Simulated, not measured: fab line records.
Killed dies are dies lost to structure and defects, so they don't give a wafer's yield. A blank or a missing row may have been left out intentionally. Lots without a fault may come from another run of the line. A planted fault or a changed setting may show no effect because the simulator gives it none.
Struck lot and sound lot, side by side + flow sky130 + 14 steps out of a route of 708
Sound: these wafers, L520.2, L520.3, L520.6. Struck: wafers L530.1, L530.2, L530.5. The cause comes at the end.
At each step with rows: each side's tool, then ch and its chambers, then its first start. Under that, the readings that differ: sound wafers + struck wafers + difference of the means + sigmas: that difference in standard deviations of wafers without a fault.
alike: a reading whose means differ by less than 2 such deviations, as well as words and numbers matching on both sides. not compared: withheld readings; readings where some wafer has no value; bounds like >300 that might hide an equal value; numbers whose values overlap and for which the record gives no deviation.
The two part at a step that has a row with sigmas, a row that says differs or no value, or rows on one side only. When numbers do not overlap yet have no deviation, they are printed without sigmas and do not part them. A reading missing from all wafers of one side parts the sides only when that side holds two or more wafers.

first, 4 steps without rows for these wafers: SKY_VIA1_STRIP_16 (strips in O2/N2); SKY_VIA1_STRIP_17 (strips in post etch residue remover, time 1200 s); SKY_VIA1_CLEAN_18 (cleans in IPA, time 180 s); SKY_VIA1_CLEAN_19 (cleans in O3/DIW).
SKY_VIA1_SPUTTER_20: material TiN, target thk 20 nm, time 80 s.
  struck on pvd sputter-01, day 38 17:37; sound on pvd sputter-01, day 35 16:12
  alike: cathode dc power W, chamber pressure pa, throttle valve pct
then, 1 step without rows for these wafers: SKY_VIA1_CVD_21 (deposits W, target thk 270 nm, time 80.902 s).
SKY_VIA1_RS_MEAS_22: the measuring method here is four-point-probe.
  struck on film metro-03, day 38 17:46; sound on film metro-02, day 35 16:22
  alike: VIA1_W_RS
SKY_VIA1_THK_MEAS_23: measures by xrf.
  struck on film metro-03, day 38 17:53; sound on film metro-02, day 35 16:29
  alike: VIA1_W_THK
SKY_VIA1_CMP_24: polishes, stops on SiO2, t overpolish 15 s, target thk 0 nm.
  sound on cmp-01 ch 0,1, day 35 16:32; struck on cmp-01 ch 0,2,3, day 38 18:03
  alike: motor current A, overpolish run s, time to endpoint s
SKY_METAL2_SPUTTER_00: material Ti, target thk 15 nm, time 10 s.
  struck on pvd sputter-03, day 38 18:15; sound on pvd sputter-03, day 35 16:50
  alike: cathode dc power W, chamber pressure pa, throttle valve pct
SKY_METAL2_SPUTTER_01: material TiN, target thk 20 nm, time 16.7 s.
  struck on pvd sputter-03, day 38 18:16; sound on pvd sputter-03, day 35 16:51
  alike: cathode dc power W, chamber pressure pa, throttle valve pct
SKY_METAL2_SPUTTER_02: material AlCu, target thk 250 nm, time 13.3 s.
  struck on pvd sputter-03, day 38 18:18; sound on pvd sputter-03, day 35 16:53
  alike: cathode dc power W, chamber pressure pa, throttle valve pct
SKY_METAL2_SPUTTER_03: material Ti, target thk 5 nm, time 3.3 s.
  struck on pvd sputter-03, day 38 18:19; sound on pvd sputter-03, day 35 16:54
  no value came back on the struck wafers for cathode dc power W (W), chamber pressure pa (Pa), throttle valve pct (%), time s (s); on the sound wafers cathode dc power W (W) reads 3000.5 2999.6 2999.9
then, 1 step without rows for these wafers: SKY_METAL2_SPUTTER_04 (material TiN, target thk 70 nm, time 58.3 s).

WHERE THEY PART
Within this record, at SKY_METAL2_SPUTTER_03 only.

WHY: the cause the simulator had injected
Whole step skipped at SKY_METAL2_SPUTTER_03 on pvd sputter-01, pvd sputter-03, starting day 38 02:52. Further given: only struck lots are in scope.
